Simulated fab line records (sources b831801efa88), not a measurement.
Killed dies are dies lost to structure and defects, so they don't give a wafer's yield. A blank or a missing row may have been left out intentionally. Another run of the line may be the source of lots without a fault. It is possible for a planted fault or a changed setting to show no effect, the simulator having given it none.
The same fault as seen by 2 desks :: flow sky130 :: only its own numbers are on each desk; what lay behind them is given at the end

THE METROLOGY DESK
Lot by lot, what the gauges showed, no matter which tool ran the lot: averages of those sampled wafers that carry a number. Marked OUT: a lot whose mean sits more than 4 standard deviations from the usual mean, which makes it out of limits; the brackets give that distance.
Columns: A = VIA4_OVL at SKY_VIA4_OVL_MEAS_11, usual 1.3 nm; B = VIA4_W_RS at SKY_VIA4_RS_MEAS_19, usual 0.2258 ohm/sq; C = VIA4_W_THK at SKY_VIA4_THK_MEAS_20, usual 520 nm
lot: L268
first seen here: day 44 03:37
A: 2.4
B: 0.2271
C: 519

lot: L267
first seen here: day 44 04:26
A: 1.9
B: 0.2273
C: 519

lot: L271
first seen here: day 45 02:12
A: 1.1
B: 0.2263
C: 518

lot: L272
first seen here: day 45 07:07
A: 2.1
B: 0.2253
C: 521

lot: L279
first seen here: day 47 08:22
A: -0.0
B: 0.2223
C: 525

lot: L287
first seen here: day 48 17:49
A: 2.2
B: 0.2261
C: 524
Finding of this desk: none of the 6 lots has anything out of limits.

THE TOOL OWNER'S DESK: pvdSputter-01
At SKY_METAL5_SPUTTER_01 (material TiN, target thk 20 nm, time 16.7 s) the tool's own readings: per lot run on this tool, the mean of the sampled wafers that have a number. Marked OUT: a lot whose mean sits more than 4 standard deviations from the usual mean, which makes it out of limits; the brackets give that distance.
Columns: A = throttleValvePct at SKY_METAL5_SPUTTER_01, usual 30.1 %
lot: L268
first seen here: day 44 05:03
A: 28.8

lot: L267
first seen here: day 44 06:02
A: 30.2

lot: L271
first seen here: day 45 03:37
A: 30.3

lot: L272
first seen here: day 45 08:31
A: 30.7

lot: L287
first seen here: day 48 19:15
A: 30.3
Finding of this desk: none of the 5 lots has anything out of limits.

TAKEN TOGETHER
Metrology desk: nothing out of limits seen.
Nothing out of limits was seen by the tool owner's desk.

WHAT THE SIMULATOR HAD INSERTED
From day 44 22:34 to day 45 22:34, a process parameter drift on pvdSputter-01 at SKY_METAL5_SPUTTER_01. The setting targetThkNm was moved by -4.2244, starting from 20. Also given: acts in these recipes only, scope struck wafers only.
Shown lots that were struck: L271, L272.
